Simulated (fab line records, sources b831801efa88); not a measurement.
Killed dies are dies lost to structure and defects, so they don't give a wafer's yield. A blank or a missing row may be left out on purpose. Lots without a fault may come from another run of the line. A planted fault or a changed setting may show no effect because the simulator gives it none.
One fault seen from 2 desks | flow sfq_line | each desk has only its own numbers; what lay behind them comes last

THE METROLOGY DESK
What the gauges read, lot by lot, whatever tool the lot ran on: means of the sampled wafers that have a number. A lot is out of limits, marked OUT, if its mean lies more than 4 standard deviations from the usual mean; the brackets give that distance.
Columns: A = M4_OVL at SFQ_M4_OVL_MEAS_926, usual -1 nm; B = M5_OVL at SFQ_M5_OVL_MEAS_932, usual 2 nm
lot  | first seen here | A  | B
L405 | day 41 02:02    | -6 | 2
L406 | day 41 15:14    | -3 | 10
L407 | day 46 21:23    | -6 | 4
L412 | day 52 19:51    | -7 | -14
L414 | day 55 04:23    | -2 | 6
L417 | day 55 17:35    | -1 | 3
L418 | day 55 20:19    | 3  | -2
L421 | day 56 06:55    | 1  | 8
L422 | day 56 09:19    | -7 | -0
L423 | day 60 21:08    | -2 | 10
L425 | day 61 02:04    | 5  | 3
L426 | day 61 03:16    | 1  | 6
L427 | day 61 05:40    | -2 | 2
L428 | day 61 09:16    | -3 | -2
This desk's finding: nothing out of limits on any of the 14 lots.

THE TOOL OWNER'S DESK: cmp-02
The tool's own readings at SFQ_TRILAYER_I0_CMP_CMP_028 (polishes SiO2): means of the sampled wafers that have a number, for each lot that ran on this tool. A lot is out of limits, marked OUT, if its mean lies more than 4 standard deviations from the usual mean; the brackets give that distance.
Columns: A = motor_current_A at SFQ_TRILAYER_I0_CMP_CMP_028, usual 10.5 A; B = time_to_endpoint_s at SFQ_TRILAYER_I0_CMP_CMP_028, usual 216 s
lot  | first seen here | A    | B
L405 | day 10 09:03    | 10.3 | 222
L407 | day 10 23:26    | 10.7 | 212
L412 | day 12 20:35    | 10.7 | 225
L417 | day 13 23:46    | 10.6 | 211
L418 | day 14 12:58    | 10.7 | 214
L426 | day 18 18:55    | 10.3 | 218
L428 | day 19 20:12    | 10.7 | 213
This desk's finding: nothing out of limits on any of the 7 lots.

PUT TOGETHER
The metrology desk saw nothing out of limits.
The tool owner's desk saw nothing out of limits.

WHAT THE SIMULATOR HAD PUT IN
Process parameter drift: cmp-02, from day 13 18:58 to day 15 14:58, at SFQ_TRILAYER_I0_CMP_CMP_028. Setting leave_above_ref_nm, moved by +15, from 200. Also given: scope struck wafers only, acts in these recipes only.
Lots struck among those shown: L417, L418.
